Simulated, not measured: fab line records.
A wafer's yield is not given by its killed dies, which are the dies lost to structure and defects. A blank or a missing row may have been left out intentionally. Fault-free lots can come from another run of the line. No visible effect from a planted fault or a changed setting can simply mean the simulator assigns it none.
Which tool was responsible? -- flow sky130 -- 14 lots with 42 wafers sampled at 6 steps, on a route of 708 steps

## WHAT THE GAUGES SHOWED, per wafer
SKY_LDD_N_TW_MEAS_17. Usual: LDD_N_TW typically reads 2559, with standard deviation 18.
lot,measured,on,LDD_N_TW,flag
L175,day 17 13:05,film metro-02,2539 2550 2551,
L176,day 18 08:04,film metro-02,2537 2532 2532,
L177,day 18 21:50,film metro-04,2545 2554 2546,
L178,day 19 04:12,film metro-02,2539 2550 2553,
L179,day 19 11:16,film metro-03,2589 2577 2577,
L181,day 20 02:38,film metro-02,2542 2559 2551,
L182,day 20 11:54,film metro-03,2568 2584 2594,
L189,day 23 05:29,film metro-04,2563 2555 2539,
L192,day 24 03:13,film metro-03,2568 2582 2573,
L193,day 24 12:23,film metro-03,2570 2570 2569,
L194,day 24 21:43,film metro-02,2566 2559 2553,
L195,day 25 05:10,film metro-02,2548 2550 2560,
L197,day 25 10:38,film metro-04,2547 2557 2557,
L198,day 26 04:13,film metro-04,2561 2540 2554,

SKY_SPACER_THK_MEAS_01. Usual: SPACER_CVD_00_THK typically reads 42.7 nm, with standard deviation 0.48.
lot,measured,on,SPACER_CVD_00_THK (nm),flag
L175,day 22 17:44,film metro-02,42.5 42.9 43.0,
L176,day 23 15:06,film metro-02,42.6 43.0 43.0,
L177,day 24 04:56,film metro-01,42.5 42.4 42.3,
L178,day 24 10:32,film metro-03,42.4 42.1 42.1,
L179,day 24 16:22,film metro-03,43.0 43.0 43.0,
L181,day 25 09:26,film metro-02,54.6 54.5 54.7 54.6 54.5 54.7,OFF
L182,day 25 18:35,film metro-01,55.2 55.4 55.3 55.2 55.3 55.3,OFF
L189,day 28 08:35,film metro-02,42.2 42.2 41.6,
L192,day 29 03:57,film metro-03,42.9 42.7 42.8,
L193,day 29 11:29,film metro-01,42.5 42.3 42.4,
L194,day 29 22:05,film metro-03,43.7 43.6 43.4,
L195,day 30 03:32,film metro-02,42.9 42.7 43.2,
L197,day 30 07:31,film metro-02,42.9 43.0 42.9,
L198,day 31 00:54,film metro-01,43.0 42.9 42.9,

SKY_SD_P_OVL_MEAS_08. Usual: SD_P_OVL typically reads -0.7 nm, with standard deviation 1.6.
lot,measured,on,SD_P_OVL (nm),flag
L175,day 25 06:55,overlay-02,-0.3 -1.7 -1.1,
L176,day 26 04:51,overlay-01,-0.4 -0.5 -1.0,
L177,day 26 17:13,overlay-01,-0.9 -0.2 1.4,
L178,day 26 22:14,overlay-02,-0.3 -1.8 -1.6,
L179,day 27 04:30,overlay-02,-2.3 -2.4 -3.5,
L181,day 27 19:35,overlay-01,-0.5 -0.5 -1.9,
L182,day 28 04:50,overlay-01,-2.7 -1.1 -5.2,
L189,day 30 17:07,overlay-01,-1.2 -3.1 -2.6,
L192,day 31 11:37,overlay-01,0.7 2.4 1.7,
L193,day 31 19:12,overlay-02,0.1 2.7 1.6,
L194,day 32 07:11,overlay-01,-2.6 -2.4 -1.3,
L195,day 32 11:12,overlay-02,-2.3 -1.4 -0.8,
L197,day 32 14:41,overlay-01,0.7 1.3 2.1,
L198,day 33 07:32,overlay-02,-0.6 0.1 -1.5,

## WHAT TOOL EACH LOT RAN ON (gives the tool, then ch and the chambers of the sampled wafers, and finally the start)
lot,SKY_POLY_GATE_ETCH_15,SKY_SPACER_CVD_00,SKY_SPACER_ETCHBACK_02
L175,"rie diel-04 ch 1,2,3, day 16 04:14","lpcvd-02 ch 0, day 22 16:31","rie diel-01 ch 1,2,3, day 22 17:47"
L176,"rie diel-04 ch 0,1, day 16 23:17","lpcvd-02 ch 0, day 23 13:54","rie diel-04 ch 1,2, day 23 15:10"
L177,"rie diel-04 ch 0,1, day 17 12:14","lpcvd-02 ch 0, day 24 03:43","rie diel-03 ch 0,2, day 24 04:59"
L178,"rie diel-01 ch 1,2, day 17 17:28","lpcvd-02 ch 0, day 24 09:20","rie diel-04 ch 0,1,3, day 24 10:36"
L179,"rie diel-04 ch 2,3, day 18 01:04","lpcvd-02 ch 0, day 24 15:10","rie diel-04 ch 0,1, day 24 16:26"
L181,"rie diel-04 ch 0,1,3, day 18 16:31","lpcvd-02 ch 0, day 25 08:12","rie diel-01 ch 2,3, day 25 12:05"
L182,"rie diel-02 ch 0,2,3, day 18 23:34","lpcvd-02 ch 1, day 25 17:23","rie diel-04 ch 0,1,2, day 25 19:57"
L189,"rie diel-01 ch 0,1,3, day 21 20:34","lpcvd-02 ch 0, day 28 07:23","rie diel-04 ch 1,2, day 28 08:38"
L192,"rie diel-04 ch 0,3, day 22 17:23","lpcvd-02 ch 1, day 29 02:44","rie diel-03 ch 1,3, day 29 03:59"
L193,"rie diel-01 ch 1,2,3, day 23 02:16","lpcvd-02 ch 1, day 29 10:16","rie diel-03 ch 0,2,3, day 29 11:32"
L194,"rie diel-02 ch 0,1, day 23 11:32","lpcvd-02 ch 1, day 29 20:53","rie diel-03 ch 1,2,3, day 29 22:09"
L195,"rie diel-01 ch 0,1,2, day 23 19:07","lpcvd-02 ch 0, day 30 02:20","rie diel-04 ch 0,3, day 30 03:35"
L197,"rie diel-04 ch 0,1,3, day 24 01:07","lpcvd-02 ch 1, day 30 06:17","rie diel-04 ch 2,3, day 30 07:33"
L198,"rie diel-04 ch 0,1,3, day 24 17:55","lpcvd-02 ch 0, day 30 23:41","rie diel-03 ch 0,2,3, day 31 00:57"
- SKY_POLY_GATE_ETCH_15: etches BARC in N2/H2, stops on SiO2, time 118.5 s, target depth 110 nm.
- SKY_SPACER_CVD_00: deposits Si3N4 from DCS/NH3, target thk 43.1 nm, time 740 s.
- SKY_SPACER_ETCHBACK_02: etches Si3N4 in CH3F/O2, stops on SiO2, time 46.7 s, target depth 45 nm.

## AS READ BY THE TOOLS THEMSELVES (means over the sampled wafers that have a number; for cases with no such wafer, the mark the record gives instead)
SKY_POLY_GATE_ETCH_15. Usual: drypump motor current A 5.7 A, standard deviation 0.47; oes product au 0.717 a.u., standard deviation 0.0048; throttle valve pct 13.212 %, standard deviation 0.009.
lot,tool,drypump motor current A (A),oes product au (a.u.),throttle valve pct (%),flag
L175,rie diel-04,5.9,0.714,13.201,
L176,rie diel-04,5.4,0.714,13.208,
L177,rie diel-04,5.2,0.717,13.206,
L178,rie diel-01,5.7,0.721,13.208,
L179,rie diel-04,5.9,0.718,13.214,
L181,rie diel-04,5.5,0.722,13.208,
L182,rie diel-02,5.6,0.717,13.213,
L189,rie diel-01,5.9,0.717,13.212,
L192,rie diel-04,5.6,0.714,13.217,
L193,rie diel-01,5.8,0.716,13.203,
L194,rie diel-02,6.2,0.723,13.216,
L195,rie diel-01,5.9,0.718,13.216,
L197,rie diel-04,5.4,0.719,13.200,
L198,rie diel-04,5.5,0.717,13.217,

SKY_SPACER_CVD_00. Usual: spike tc bottom C 789.8 C (standard deviation 1.1); spike tc centre C 770.8 C (standard deviation 1.9); spike tc lower C 768.6 C (standard deviation 1.4); spike tc top C 785.3 C (standard deviation 1.2); spike tc upper C 769.8 C (standard deviation 0.93); susceptor temp C 770.0 C (standard deviation 0.34); zone power bottom pct 20.0 % (standard deviation 0.62).
lot,tool,spike tc bottom C (C),spike tc centre C (C),spike tc lower C (C),spike tc top C (C),spike tc upper C (C),susceptor temp C (C),zone power bottom pct (%),flag
L175,lpcvd-02,790.1,769.3,768.2,785.3,770.6,770.4,20.5,
L176,lpcvd-02,790.8,769.5,767.6,784.2,769.4,770.0,20.5,
L177,lpcvd-02,789.7,769.4,767.6,784.4,769.4,769.7,20.7,
L178,lpcvd-02,791.4,768.9,768.1,784.4,770.5,769.8,20.8,
L179,lpcvd-02,790.1,769.8,767.7,784.0,769.0,769.5,20.6,
L181,lpcvd-02,803.2,781.5,780.6,797.0,782.5,783.6,21.5,OFF
L182,lpcvd-02,802.6,786.1,783.2,799.4,782.6,782.8,19.9,OFF
L189,lpcvd-02,789.5,769.4,768.2,784.4,769.8,770.1,20.4,
L192,lpcvd-02,788.5,771.4,769.4,785.5,770.3,770.2,19.3,
L193,lpcvd-02,789.1,772.1,769.8,786.0,770.1,770.2,19.3,
L194,lpcvd-02,789.6,773.2,770.2,786.1,769.1,770.3,19.6,
L195,lpcvd-02,790.6,769.1,767.8,785.3,769.3,770.2,20.5,
L197,lpcvd-02,789.6,772.6,770.8,786.2,769.8,770.7,19.4,
L198,lpcvd-02,789.9,769.0,767.7,784.3,769.2,769.9,20.5,

SKY_SPACER_ETCHBACK_02. Usual: O2_flow_sccm 30.01 sccm, standard deviation 0.088; drypump motor current A 5.8 A, standard deviation 0.31; oes product au 0.850 a.u., standard deviation 0.0076; throttle valve pct 10.561 %, standard deviation 0.0087.
lot,tool,O2_flow_sccm (sccm),drypump motor current A (A),oes product au (a.u.),throttle valve pct (%),flag
L175,rie diel-01,29.94,5.8,0.848,10.555,
L176,rie diel-04,30.02,5.7,0.855,10.555,
L177,rie diel-03,30.00,5.8,0.844,10.565,
L178,rie diel-04,30.04,5.4,0.843,10.556,
L179,rie diel-04,30.03,5.2,0.850,10.562,
L181,rie diel-01,30.07,6.0,0.981,10.580,OFF
L182,rie diel-04,30.02,5.5,0.984,10.573,OFF
L189,rie diel-04,29.92,5.9,0.841,10.559,
L192,rie diel-03,29.96,5.9,0.846,10.566,
L193,rie diel-03,30.05,5.9,0.844,10.571,
L194,rie diel-03,30.01,5.8,0.862,10.565,
L195,rie diel-04,29.90,5.2,0.853,10.569,
L197,rie diel-04,29.96,5.9,0.857,10.562,
L198,rie diel-03,29.99,5.9,0.857,10.553,

## THE ANSWER, worked out from the rows above alone
Rule: a lot is off if the mean of its wafers that have a number lies more than 3 standard deviations from the usual mean. A lot without any number at a reading at which 4 lots or more have one is off too. All remaining lots with rows at the step are treated as sound. The gauges are gone through in route order, then the tools' own readings, and for those a lot's mean is taken as printed above. The first step at which some lot is off is used, and at that step the reading that is off furthest; a lot without a number counts as furthest.
Off: L181, L182, seen at SKY_SPACER_THK_MEAS_01 (SPACER_CVD_00_THK).
A tool fits if, at a process step before that reading, it ran every lot that is off, and no sound lot after the first of them. Not tried: the gauges at SKY_SPACER_THK_MEAS_01; whatever is off there is also off at SKY_SPACER_CVD_00, on other tools, and gauge error can't account for it. Of those tried, none fits.

## WHAT THE SIMULATOR HAD PUT IN
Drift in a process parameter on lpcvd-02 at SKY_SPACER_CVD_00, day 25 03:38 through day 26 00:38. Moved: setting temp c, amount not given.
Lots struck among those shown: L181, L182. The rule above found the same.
